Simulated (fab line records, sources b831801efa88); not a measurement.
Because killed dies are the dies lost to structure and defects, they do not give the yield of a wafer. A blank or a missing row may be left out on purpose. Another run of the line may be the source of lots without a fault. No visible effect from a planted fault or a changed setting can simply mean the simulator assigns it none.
fab line records :: flow sky130
record:
  lots: 13
  wafers: 39
  lastDay: 50
route steps=708 shown PWDE@55 NWELL@65 SD_P@331 LOCAL_INTERCONNECT@387 PAD_OPEN@708
lots with no fault: from the same line, run without faults
startH: start of the lot's first displayed wafer, in hours after the record's first day :: waitH: hours elapsed since this lot's preceding step :: " as in the row above :: L1.1+2: a row that stands for several wafers :: - either no value or no given start :: * or withheld: withheld :: < > ~ a bound
route shown NAME@n: names a module that has steps shown in the file, with the first one's number in the route :: usual: mean and standard deviation over wafers with no fault :: same: alike in all rows :: chamber/n: place in a boat :: sites: the reading at each site :: _std_site: standard deviation across them :: _edge_site: outer sites' mean less inner sites' :: radiusMm: how far each site lies from the wafer's centre :: mask NAME#n: copy n :: behind: the last tool/chamber to shape the wafer :: hold: reason for holding the lot/hours on hold/outcome of the hold :: device: the transistor (n, p or np) that didn't switch :: end of line: the tests these same wafers got at the end of their route :: where a step has no rows: the recipe by itself :: killed: the dies lost at the first sort to structure and to defects; this is not the yield of the wafer :: map: a wafer's dies, x killed, . not, _ none there
set.NAME: the setting that was run; set.NAME@STEP: the one run at that earlier step :: model.NAME: the simulator's own value behind a step, which no gauge read
the route's steps for a sample of lots (tables are steps, rows are wafers)
services: the hour from which a tool's chamber was out of use, counted from the record's first day as startH (under 0 if before that day), plus the number of hours and why
== steps ==
step: SKY_PWDE_TW_MEAS_10
usual:
  PWDE_TW: 371/3.1
lot.wafer: L565.1
tool: filmMetro-03
chamber: -
startH: 65.18
waitH: 0.1
PWDE_TW: 366

lot.wafer: L565.4
tool: filmMetro-03
chamber: -
startH: 65.18
waitH: 0.1
PWDE_TW: 366

lot.wafer: L565.6
tool: filmMetro-03
chamber: -
startH: 65.18
waitH: 0.1
PWDE_TW: 367

lot.wafer: L566.1
tool: filmMetro-04
chamber: -
startH: 72.37
waitH: 0.1
PWDE_TW: 371

lot.wafer: L566.2
tool: filmMetro-04
chamber: -
startH: 72.37
waitH: 0.1
PWDE_TW: 368

lot.wafer: L566.5
tool: filmMetro-04
chamber: -
startH: 72.37
waitH: 0.1
PWDE_TW: 369

lot.wafer: L567.2
tool: filmMetro-01
chamber: -
startH: 81.28
waitH: 0.1
PWDE_TW: 377

lot.wafer: L567.4
tool: filmMetro-01
chamber: -
startH: 81.28
waitH: 0.1
PWDE_TW: 373

lot.wafer: L567.5
tool: filmMetro-01
chamber: -
startH: 81.28
waitH: 0.1
PWDE_TW: 375

lot.wafer: L568.1
tool: filmMetro-03
chamber: -
startH: 87.37
waitH: 0.1
PWDE_TW: 365

lot.wafer: L568.5
tool: filmMetro-03
chamber: -
startH: 87.37
waitH: 0.1
PWDE_TW: 367

lot.wafer: L568.6
tool: filmMetro-03
chamber: -
startH: 87.37
waitH: 0.1
PWDE_TW: 366

lot.wafer: L569.1
tool: filmMetro-01
chamber: -
startH: 91.45
waitH: 0.1
PWDE_TW: 374

lot.wafer: L569.3
tool: filmMetro-01
chamber: -
startH: 91.45
waitH: 0.1
PWDE_TW: 377

lot.wafer: L569.5
tool: filmMetro-01
chamber: -
startH: 91.45
waitH: 0.1
PWDE_TW: 377

lot.wafer: L570.1
tool: filmMetro-04
chamber: -
startH: 99.22
waitH: 0.1
PWDE_TW: 372

lot.wafer: L570.5
tool: filmMetro-04
chamber: -
startH: 99.22
waitH: 0.1
PWDE_TW: 372

lot.wafer: L570.6
tool: filmMetro-04
chamber: -
startH: 99.22
waitH: 0.1
PWDE_TW: 373

lot.wafer: L576.1
tool: filmMetro-04
chamber: -
startH: 128.92
waitH: 0.1
PWDE_TW: 372

lot.wafer: L576.5
tool: filmMetro-04
chamber: -
startH: 128.92
waitH: 0.1
PWDE_TW: 372

lot.wafer: L576.6
tool: filmMetro-04
chamber: -
startH: 128.92
waitH: 0.1
PWDE_TW: 371

lot.wafer: L577.2
tool: filmMetro-04
chamber: -
startH: 134.13
waitH: 0.1
PWDE_TW: 375

lot.wafer: L577.3
tool: filmMetro-04
chamber: -
startH: 134.13
waitH: 0.1
PWDE_TW: 372

lot.wafer: L577.4
tool: filmMetro-04
chamber: -
startH: 134.13
waitH: 0.1
PWDE_TW: 371

lot.wafer: L580.1
tool: filmMetro-03
chamber: -
startH: 154.57
waitH: 0.1
PWDE_TW: 371

lot.wafer: L580.3
tool: filmMetro-03
chamber: -
startH: 154.57
waitH: 0.1
PWDE_TW: 370

lot.wafer: L580.6
tool: filmMetro-03
chamber: -
startH: 154.57
waitH: 0.1
PWDE_TW: 370

lot.wafer: L583.1
tool: filmMetro-04
chamber: -
startH: 178.42
waitH: 0.1
PWDE_TW: 369

lot.wafer: L583.4
tool: filmMetro-04
chamber: -
startH: 178.42
waitH: 0.1
PWDE_TW: 371

lot.wafer: L583.6
tool: filmMetro-04
chamber: -
startH: 178.42
waitH: 0.1
PWDE_TW: 372

lot.wafer: L584.1
tool: filmMetro-03
chamber: -
startH: 184.82
waitH: 0.1
PWDE_TW: 370

lot.wafer: L584.4
tool: filmMetro-03
chamber: -
startH: 184.82
waitH: 0.1
PWDE_TW: 369

lot.wafer: L584.6
tool: filmMetro-03
chamber: -
startH: 184.82
waitH: 0.1
PWDE_TW: 368

lot.wafer: L586.3
tool: filmMetro-01
chamber: -
startH: 190.44
waitH: 0.1
PWDE_TW: 375

lot.wafer: L586.4
tool: filmMetro-01
chamber: -
startH: 190.44
waitH: 0.1
PWDE_TW: 374

lot.wafer: L586.5
tool: filmMetro-01
chamber: -
startH: 190.44
waitH: 0.1
PWDE_TW: 377

lot.wafer: L588.1
tool: filmMetro-04
chamber: -
startH: 199.07
waitH: 0.1
PWDE_TW: 368

lot.wafer: L588.3
tool: filmMetro-04
chamber: -
startH: 199.07
waitH: 0.1
PWDE_TW: 368

lot.wafer: L588.6
tool: filmMetro-04
chamber: -
startH: 199.07
waitH: 0.1
PWDE_TW: 370
step: SKY_NWELL_IMPLANT_12
recipe:
  species: P
  energyKev: 120
  doseCm2: 1.3e+12
  tiltDeg: withheld
usual:
  doseIonsCm2: 1.3002e+12/1.5e+09
  faradayCurrentUA: 7.34/0.15
lot.wafer: L565.1
tool: implanter-02
chamber: 0
startH: 81.95
waitH: 0.1
doseIonsCm2: 1.2995e+12
faradayCurrentUA: 7.24

lot.wafer: L565.4
tool: implanter-02
chamber: 0
startH: 81.95
waitH: 0.1
doseIonsCm2: 1.2972e+12
faradayCurrentUA: 7.12

lot.wafer: L565.6
tool: implanter-02
chamber: 0
startH: 81.95
waitH: 0.1
doseIonsCm2: 1.2962e+12
faradayCurrentUA: 7.43

lot.wafer: L566.1
tool: implanter-02
chamber: 0
startH: 89.51
waitH: 0.1
doseIonsCm2: 1.2986e+12
faradayCurrentUA: 7.27

lot.wafer: L566.2
tool: implanter-02
chamber: 0
startH: 89.51
waitH: 0.1
doseIonsCm2: 1.297e+12
faradayCurrentUA: 7.53

lot.wafer: L566.5
tool: implanter-02
chamber: 0
startH: 89.51
waitH: 0.1
doseIonsCm2: 1.3001e+12
faradayCurrentUA: 7.19

lot.wafer: L567.2
tool: implanter-03
chamber: 0
startH: 98.80
waitH: 0.1
doseIonsCm2: 1.3012e+12
faradayCurrentUA: 7.41

lot.wafer: L567.4
tool: implanter-03
chamber: 0
startH: 98.80
waitH: 0.1
doseIonsCm2: 1.3002e+12
faradayCurrentUA: 7.26

lot.wafer: L567.5
tool: implanter-03
chamber: 0
startH: 98.80
waitH: 0.1
doseIonsCm2: 1.3001e+12
faradayCurrentUA: 7.34

lot.wafer: L568.1
tool: implanter-03
chamber: 0
startH: 104.30
waitH: 0.1
doseIonsCm2: 1.3004e+12
faradayCurrentUA: 7.36

lot.wafer: L568.5
tool: implanter-03
chamber: 0
startH: 104.30
waitH: 0.1
doseIonsCm2: 1.3004e+12
faradayCurrentUA: 7.30

lot.wafer: L568.6
tool: implanter-03
chamber: 0
startH: 104.30
waitH: 0.1
doseIonsCm2: 1.2998e+12
faradayCurrentUA: 7.31

lot.wafer: L569.1
tool: implanter-01
chamber: 0
startH: 108.95
waitH: 0.1
doseIonsCm2: 1.3017e+12
faradayCurrentUA: 7.67

lot.wafer: L569.3
tool: implanter-01
chamber: 0
startH: 108.95
waitH: 0.1
doseIonsCm2: 1.3017e+12
faradayCurrentUA: 7.29

lot.wafer: L569.5
tool: implanter-01
chamber: 0
startH: 108.95
waitH: 0.1
doseIonsCm2: 1.3001e+12
faradayCurrentUA: 7.21

lot.wafer: L570.1
tool: implanter-01
chamber: 0
startH: 117.55
waitH: 0.1
doseIonsCm2: 1.3001e+12
faradayCurrentUA: 7.22

lot.wafer: L570.5
tool: implanter-01
chamber: 0
startH: 117.55
waitH: 0.1
doseIonsCm2: 1.2998e+12
faradayCurrentUA: 7.29

lot.wafer: L570.6
tool: implanter-01
chamber: 0
startH: 117.55
waitH: 0.1
doseIonsCm2: 1.3e+12
faradayCurrentUA: 7.43

lot.wafer: L576.1
tool: implanter-03
chamber: 0
startH: 146.77
waitH: 0.1
doseIonsCm2: 1.4365e+12
faradayCurrentUA: 8.37

lot.wafer: L576.5
tool: implanter-03
chamber: 0
startH: 146.77
waitH: 0.1
doseIonsCm2: 1.4384e+12
faradayCurrentUA: 8.12

lot.wafer: L576.6
tool: implanter-03
chamber: 0
startH: 146.77
waitH: 0.1
doseIonsCm2: 1.4371e+12
faradayCurrentUA: 8.27

lot.wafer: L577.2
tool: implanter-01
chamber: 0
startH: 152.24
waitH: 0.1
doseIonsCm2: 1.3011e+12
faradayCurrentUA: 7.28

lot.wafer: L577.3
tool: implanter-01
chamber: 0
startH: 152.24
waitH: 0.1
doseIonsCm2: 1.3023e+12
faradayCurrentUA: 7.34

lot.wafer: L577.4
tool: implanter-01
chamber: 0
startH: 152.24
waitH: 0.1
doseIonsCm2: 1.3024e+12
faradayCurrentUA: 7.23

lot.wafer: L580.1
tool: implanter-03
chamber: 0
startH: 174.45
waitH: 0.1
doseIonsCm2: 1.4405e+12
faradayCurrentUA: 8.26

lot.wafer: L580.3
tool: implanter-03
chamber: 0
startH: 174.45
waitH: 0.1
doseIonsCm2: 1.44e+12
faradayCurrentUA: 8.14

lot.wafer: L580.6
tool: implanter-03
chamber: 0
startH: 174.45
waitH: 0.1
doseIonsCm2: 1.4388e+12
faradayCurrentUA: 8.23

lot.wafer: L583.1
tool: implanter-01
chamber: 0
startH: 199.40
waitH: 0.1
doseIonsCm2: 1.2982e+12
faradayCurrentUA: 7.07

lot.wafer: L583.4
tool: implanter-01
chamber: 0
startH: 199.40
waitH: 0.1
doseIonsCm2: 1.3023e+12
faradayCurrentUA: 7.35

lot.wafer: L583.6
tool: implanter-01
chamber: 0
startH: 199.40
waitH: 0.1
doseIonsCm2: 1.3005e+12
faradayCurrentUA: 7.39

lot.wafer: L584.1
tool: implanter-02
chamber: 0
startH: 206.16
waitH: 0.1
doseIonsCm2: 1.3011e+12
faradayCurrentUA: 7.40

lot.wafer: L584.4
tool: implanter-02
chamber: 0
startH: 206.16
waitH: 0.1
doseIonsCm2: 1.2994e+12
faradayCurrentUA: 7.39

lot.wafer: L584.6
tool: implanter-02
chamber: 0
startH: 206.16
waitH: 0.1
doseIonsCm2: 1.3022e+12
faradayCurrentUA: 7.37

lot.wafer: L586.3
tool: implanter-02
chamber: 0
startH: 212.20
waitH: 0.1
doseIonsCm2: 1.2996e+12
faradayCurrentUA: 7.44

lot.wafer: L586.4
tool: implanter-02
chamber: 0
startH: 212.20
waitH: 0.1
doseIonsCm2: 1.3008e+12
faradayCurrentUA: 7.20

lot.wafer: L586.5
tool: implanter-02
chamber: 0
startH: 212.20
waitH: 0.1
doseIonsCm2: 1.301e+12
faradayCurrentUA: 7.57

lot.wafer: L588.1
tool: implanter-01
chamber: 0
startH: 221.16
waitH: 0.1
doseIonsCm2: 1.3021e+12
faradayCurrentUA: 7.24

lot.wafer: L588.3
tool: implanter-01
chamber: 0
startH: 221.16
waitH: 0.1
doseIonsCm2: 1.3011e+12
faradayCurrentUA: 7.38

lot.wafer: L588.6
tool: implanter-01
chamber: 0
startH: 221.16
waitH: 0.1
doseIonsCm2: 1.3006e+12
faradayCurrentUA: 7.19
step: SKY_SD_P_TW_MEAS_11
usual:
  SD_P_TW: 2820/44
lot.wafer: L565.1
tool: filmMetro-03
chamber: -
startH: 577.43
waitH: 0.1
SD_P_TW: 2788

lot.wafer: L565.4
tool: filmMetro-03
chamber: -
startH: 577.43
waitH: 0.1
SD_P_TW: 2781

lot.wafer: L565.6
tool: filmMetro-03
chamber: -
startH: 577.43
waitH: 0.1
SD_P_TW: 2780

lot.wafer: L566.1
tool: filmMetro-02
chamber: -
startH: 584.34
waitH: 0.1
SD_P_TW: 2859

lot.wafer: L566.2
tool: filmMetro-02
chamber: -
startH: 584.34
waitH: 0.1
SD_P_TW: 2866

lot.wafer: L566.5
tool: filmMetro-02
chamber: -
startH: 584.34
waitH: 0.1
SD_P_TW: 2862

lot.wafer: L567.2
tool: filmMetro-04
chamber: -
startH: 604.65
waitH: 0.1
SD_P_TW: 2788

lot.wafer: L567.4
tool: filmMetro-04
chamber: -
startH: 604.65
waitH: 0.1
SD_P_TW: 2788

lot.wafer: L567.5
tool: filmMetro-04
chamber: -
startH: 604.65
waitH: 0.1
SD_P_TW: 2794

lot.wafer: L568.1
tool: filmMetro-04
chamber: -
startH: 611.24
waitH: 0.1
SD_P_TW: 2809

lot.wafer: L568.5
tool: filmMetro-04
chamber: -
startH: 611.24
waitH: 0.1
SD_P_TW: 2787

lot.wafer: L568.6
tool: filmMetro-04
chamber: -
startH: 611.24
waitH: 0.1
SD_P_TW: 2785

lot.wafer: L569.1
tool: filmMetro-03
chamber: -
startH: 618.63
waitH: 0.1
SD_P_TW: 2811

lot.wafer: L569.3
tool: filmMetro-03
chamber: -
startH: 618.63
waitH: 0.1
SD_P_TW: 2803

lot.wafer: L569.5
tool: filmMetro-03
chamber: -
startH: 618.63
waitH: 0.1
SD_P_TW: 2795

lot.wafer: L570.1
tool: filmMetro-03
chamber: -
startH: 631.74
waitH: 0.1
SD_P_TW: 2769

lot.wafer: L570.5
tool: filmMetro-03
chamber: -
startH: 631.74
waitH: 0.1
SD_P_TW: 2765

lot.wafer: L570.6
tool: filmMetro-03
chamber: -
startH: 631.74
waitH: 0.1
SD_P_TW: 2771

lot.wafer: L576.1
tool: filmMetro-03
chamber: -
startH: 678.89
waitH: 0.1
SD_P_TW: 2769

lot.wafer: L576.5
tool: filmMetro-03
chamber: -
startH: 678.89
waitH: 0.1
SD_P_TW: 2766

lot.wafer: L576.6
tool: filmMetro-03
chamber: -
startH: 678.89
waitH: 0.1
SD_P_TW: 2791

lot.wafer: L577.2
tool: filmMetro-03
chamber: -
startH: 695.79
waitH: 0.1
SD_P_TW: 2764

lot.wafer: L577.3
tool: filmMetro-03
chamber: -
startH: 695.79
waitH: 0.1
SD_P_TW: 2784

lot.wafer: L577.4
tool: filmMetro-03
chamber: -
startH: 695.79
waitH: 0.1
SD_P_TW: 2780

lot.wafer: L580.1
tool: filmMetro-02
chamber: -
startH: 712.34
waitH: 0.1
SD_P_TW: 2877

lot.wafer: L580.3
tool: filmMetro-02
chamber: -
startH: 712.34
waitH: 0.1
SD_P_TW: 2891

lot.wafer: L580.6
tool: filmMetro-02
chamber: -
startH: 712.34
waitH: 0.1
SD_P_TW: 2872

lot.wafer: L584.1
tool: filmMetro-02
chamber: -
startH: 762.38
waitH: 0.1
SD_P_TW: 2874

lot.wafer: L584.4
tool: filmMetro-02
chamber: -
startH: 762.38
waitH: 0.1
SD_P_TW: 2897

lot.wafer: L584.6
tool: filmMetro-02
chamber: -
startH: 762.38
waitH: 0.1
SD_P_TW: 2881

lot.wafer: L583.1
tool: filmMetro-04
chamber: -
startH: 762.68
waitH: 0.1
SD_P_TW: 2787

lot.wafer: L583.4
tool: filmMetro-04
chamber: -
startH: 762.68
waitH: 0.1
SD_P_TW: 2805

lot.wafer: L583.6
tool: filmMetro-04
chamber: -
startH: 762.68
waitH: 0.1
SD_P_TW: 2780

lot.wafer: L586.3
tool: filmMetro-02
chamber: -
startH: 763.00
waitH: 0.1
SD_P_TW: 2875

lot.wafer: L586.4
tool: filmMetro-02
chamber: -
startH: 763.00
waitH: 0.1
SD_P_TW: 2870

lot.wafer: L586.5
tool: filmMetro-02
chamber: -
startH: 763.00
waitH: 0.1
SD_P_TW: 2868

lot.wafer: L588.1
tool: filmMetro-02
chamber: -
startH: 766.94
waitH: 0.1
SD_P_TW: 2879

lot.wafer: L588.3
tool: filmMetro-02
chamber: -
startH: 766.94
waitH: 0.1
SD_P_TW: 2884

lot.wafer: L588.6
tool: filmMetro-02
chamber: -
startH: 766.94
waitH: 0.1
SD_P_TW: 2877
step: SKY_LOCAL_INTERCONNECT_SPUTTER_00
recipe:
  material: TiN
  targetThkNm: 100
  tempC: 300
  powerW: 6500
  timeS: 83.3
  chamberPressurePa: 0.4
usual:
  throttleValvePct: 30.1/1.4
lot.wafer: L565.1
tool: pvdSputter-02
chamber: -
startH: 669.01
waitH: 0.1
throttleValvePct: 31.5

lot.wafer: L565.4
tool: pvdSputter-02
chamber: -
startH: 669.01
waitH: 0.1
throttleValvePct: 31.3

lot.wafer: L565.6
tool: pvdSputter-02
chamber: -
startH: 669.01
waitH: 0.1
throttleValvePct: 31.3

lot.wafer: L566.1
tool: pvdSputter-02
chamber: -
startH: 672.44
waitH: 0.2
throttleValvePct: 31.7

lot.wafer: L566.2
tool: pvdSputter-02
chamber: -
startH: 672.44
waitH: 0.2
throttleValvePct: 31.2

lot.wafer: L566.5
tool: pvdSputter-02
chamber: -
startH: 672.44
waitH: 0.2
throttleValvePct: 31.4

lot.wafer: L567.2
tool: pvdSputter-02
chamber: -
startH: 691.39
waitH: 0.1
throttleValvePct: 31.6

lot.wafer: L567.4
tool: pvdSputter-02
chamber: -
startH: 691.39
waitH: 0.1
throttleValvePct: 31.3

lot.wafer: L567.5
tool: pvdSputter-02
chamber: -
startH: 691.39
waitH: 0.1
throttleValvePct: 31.0

lot.wafer: L568.1
tool: pvdSputter-04
chamber: -
startH: 699.11
waitH: 0.2
throttleValvePct: 29.5

lot.wafer: L568.5
tool: pvdSputter-04
chamber: -
startH: 699.11
waitH: 0.2
throttleValvePct: 31.3

lot.wafer: L568.6
tool: pvdSputter-04
chamber: -
startH: 699.11
waitH: 0.2
throttleValvePct: 28.2

lot.wafer: L569.1
tool: pvdSputter-02
chamber: -
startH: 704.24
waitH: 0.1
throttleValvePct: 31.8

lot.wafer: L569.3
tool: pvdSputter-02
chamber: -
startH: 704.24
waitH: 0.1
throttleValvePct: 28.5

lot.wafer: L569.5
tool: pvdSputter-02
chamber: -
startH: 704.24
waitH: 0.1
throttleValvePct: 32.0

lot.wafer: L570.1
tool: pvdSputter-04
chamber: -
startH: 715.51
waitH: 0.2
throttleValvePct: 31.4

lot.wafer: L570.5
tool: pvdSputter-04
chamber: -
startH: 715.51
waitH: 0.2
throttleValvePct: 29.3

lot.wafer: L570.6
tool: pvdSputter-04
chamber: -
startH: 715.51
waitH: 0.2
throttleValvePct: 29.7

lot.wafer: L576.1
tool: pvdSputter-04
chamber: -
startH: 763.86
waitH: 0.2
throttleValvePct: 31.6

lot.wafer: L576.5
tool: pvdSputter-04
chamber: -
startH: 763.86
waitH: 0.2
throttleValvePct: 29.4

lot.wafer: L576.6
tool: pvdSputter-04
chamber: -
startH: 763.86
waitH: 0.2
throttleValvePct: 31.7

lot.wafer: L577.2
tool: pvdSputter-02
chamber: -
startH: 780.36
waitH: 0.2
throttleValvePct: 28.8

lot.wafer: L577.3
tool: pvdSputter-02
chamber: -
startH: 780.36
waitH: 0.2
throttleValvePct: 31.6

lot.wafer: L577.4
tool: pvdSputter-02
chamber: -
startH: 780.36
waitH: 0.2
throttleValvePct: 31.1

lot.wafer: L580.1
tool: pvdSputter-03
chamber: -
startH: 796.06
waitH: 0.1
throttleValvePct: 29.7

lot.wafer: L580.3
tool: pvdSputter-03
chamber: -
startH: 796.06
waitH: 0.1
throttleValvePct: 28.9

lot.wafer: L580.6
tool: pvdSputter-03
chamber: -
startH: 796.06
waitH: 0.1
throttleValvePct: 27.5

lot.wafer: L584.1
tool: pvdSputter-03
chamber: -
startH: 846.21
waitH: 0.1
throttleValvePct: 29.1

lot.wafer: L584.4
tool: pvdSputter-03
chamber: -
startH: 846.21
waitH: 0.1
throttleValvePct: 29.2

lot.wafer: L584.6
tool: pvdSputter-03
chamber: -
startH: 846.21
waitH: 0.1
throttleValvePct: 27.1

lot.wafer: L583.1
tool: pvdSputter-04
chamber: -
startH: 846.40
waitH: 0.2
throttleValvePct: 28.4

lot.wafer: L583.4
tool: pvdSputter-04
chamber: -
startH: 846.40
waitH: 0.2
throttleValvePct: 31.7

lot.wafer: L583.6
tool: pvdSputter-04
chamber: -
startH: 846.40
waitH: 0.2
throttleValvePct: 31.6

lot.wafer: L586.3
tool: pvdSputter-02
chamber: -
startH: 847.20
waitH: 0.1
throttleValvePct: 31.2

lot.wafer: L586.4
tool: pvdSputter-02
chamber: -
startH: 847.20
waitH: 0.1
throttleValvePct: 31.6

lot.wafer: L586.5
tool: pvdSputter-02
chamber: -
startH: 847.20
waitH: 0.1
throttleValvePct: 31.1

lot.wafer: L588.1
tool: pvdSputter-03
chamber: -
startH: 850.19
waitH: 0.2
throttleValvePct: 27.5

lot.wafer: L588.3
tool: pvdSputter-03
chamber: -
startH: 850.19
waitH: 0.2
throttleValvePct: 29.3

lot.wafer: L588.6
tool: pvdSputter-03
chamber: -
startH: 850.19
waitH: 0.2
throttleValvePct: 27.6
step: SKY_PAD_OPEN_PROBE_99
usual:
  killed_at_M0_to_M3: 43/6.2
  killed_at_M4_up: 2.8/1.7
  killedAtContacts: 24/4.8
  killedAtFrontEnd: 15/4.3
  killedAtOther: 0.3/0.55
  killedDies: 85/8.4
  killedOpen: 46/6.7
  killedShort: 38/6.2
same:
  grossDies: 492
  killedAtBackSide: 0
lot.wafer: L576.1
tool: prober-02
chamber: -
startH: 1140.96
waitH: 0.1
killed_at_M0_to_M3: 49
killed_at_M4_up: 2
killedAtContacts: 19
killedAtFrontEnd: 21
killedAtOther: 0
killedDies: 91
killedOpen: 53
killedShort: 38

lot.wafer: L576.5
tool: prober-02
chamber: -
startH: 1141.16
waitH: 0.2
killed_at_M0_to_M3: 45
killed_at_M4_up: 5
killedAtContacts: 22
killedAtFrontEnd: 17
killedAtOther: 0
killedDies: 89
killedOpen: 51
killedShort: 38

lot.wafer: L576.6
tool: prober-02
chamber: -
startH: 1141.21
waitH: 0.2
killed_at_M0_to_M3: 51
killed_at_M4_up: 2
killedAtContacts: 25
killedAtFrontEnd: 18
killedAtOther: 0
killedDies: 96
killedOpen: 45
killedShort: 51
killed by level:class
L576.1 CONTACT:geometricParticle:open=9 METAL1:geometricParticle:short=9 VIA1:geometricParticle:open=8 METAL2:geometricParticle:open=6 VIA2:geometricParticle:open=6 FIELD_ISO:geometricParticle:open=5 METAL2:geometricParticle:short=5 LI_CONTACT:geometricParticle:open=4
L576.5 VIA1:geometricParticle:open=14 CONTACT:geometricParticle:open=8 LI_CONTACT:geometricParticle:open=7 VIA1:geometricParticle:short=5 METAL1:geometricParticle:short=5 METAL2:geometricParticle:short=5 VIA3:geometricParticle:open=4 FIELD_ISO:geometricParticle:open=3
L576.6 CONTACT:geometricParticle:open=10 METAL1:geometricParticle:short=9 LI_CONTACT:geometricParticle:open=8 METAL2:geometricParticle:short=7 VIA2:geometricParticle:open=6 POLY_GATE:geometricParticle:short=5 CONTACT:geometricParticle:short=5 VIA1:geometricParticle:short=5
== services ==
tool: pvdSputter-02
chamber: -
startH: 147.92
hours: 5.6
kind: repair

tool: pvdSputter-02
chamber: -
startH: 170.90
hours: 0.9
kind: repair

tool: pvdSputter-02
chamber: -
startH: 178.45
hours: 4.5
kind: repair

tool: implanter-02
chamber: -
startH: 182.69
hours: 2.1
kind: repair

tool: implanter-01
chamber: -
startH: 184.25
hours: 1.6
kind: repair

tool: implanter-03
chamber: -
startH: 188.34
hours: 3.6
kind: pm

tool: implanter-01
chamber: -
startH: 213.52
hours: 5.8
kind: pm

tool: pvdSputter-04
chamber: -
startH: 250.19
hours: 1.7
kind: repair

tool: implanter-02
chamber: -
startH: 259.39
hours: 2.9
kind: pm

tool: pvdSputter-04
chamber: -
startH: 263.11
hours: 6.3
kind: repair

tool: pvdSputter-02
chamber: -
startH: 342.94
hours: 13.9
kind: repair

tool: implanter-01
chamber: -
startH: 382.60
hours: 2.9
kind: repair

tool: implanter-01
chamber: -
startH: 458.83
hours: 3.9
kind: pm

tool: pvdSputter-02
chamber: -
startH: 459.20
hours: 6.5
kind: repair

tool: implanter-01
chamber: -
startH: 465.66
hours: 1.9
kind: repair

tool: implanter-01
chamber: -
startH: 475.41
hours: 2.3
kind: repair

tool: pvdSputter-02
chamber: -
startH: 476.06
hours: 1.7
kind: repair

tool: pvdSputter-02
chamber: -
startH: 536.24
hours: 7.1
kind: repair

tool: pvdSputter-02
chamber: -
startH: 559.46
hours: 17.7
kind: repair

tool: implanter-01
chamber: -
startH: 571.00
hours: 4.6
kind: repair

tool: implanter-01
chamber: -
startH: 610.38
hours: 1.0
kind: repair

tool: implanter-01
chamber: -
startH: 725.52
hours: 7.8
kind: pm

tool: pvdSputter-02
chamber: -
startH: 756.60
hours: 17.2
kind: repair

tool: implanter-01
chamber: -
startH: 793.70
hours: 17.4
kind: repair
== key ==
firstSign:
  step: SKY_NWELL_IMPLANT_12
  reading: doseIonsCm2
  direction: up
  sigmas: 95
  usual: *
  struck: *
effect:
  step: SKY_NWELL_IMPLANT_12
  reading: faradayCurrentUA
  direction: up
  sigmas: 6
  usual: 7.34
  struck: 8.23
metAt SKY_NWELL_IMPLANT_12
struckLots L576,L580
testerLeftOut L576,L580
notActingAt SKY_PWDE_TW_MEAS_10,SKY_SD_P_TW_MEAS_11,SKY_LOCAL_INTERCONNECT_SPUTTER_00
onsetBetween 104.30 146.77
fault:
  kind: processParameterDrift
  tool: implanter-03
  chamber: -
  onsetH: 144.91
  steps: SKY_NWELL_IMPLANT_12
  channel: doseCm2
  offset: *
  shape: step
  endH: 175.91
  actsIn: *
  stated: *
testerLeftOut: of these lots the tester's yield and bins aren't shown, on N5 and GAA mostly nor the transistor test; their killed dies are dies lost to structure and defects alone, not to doping, threshold or leakage, so they don't give the yield
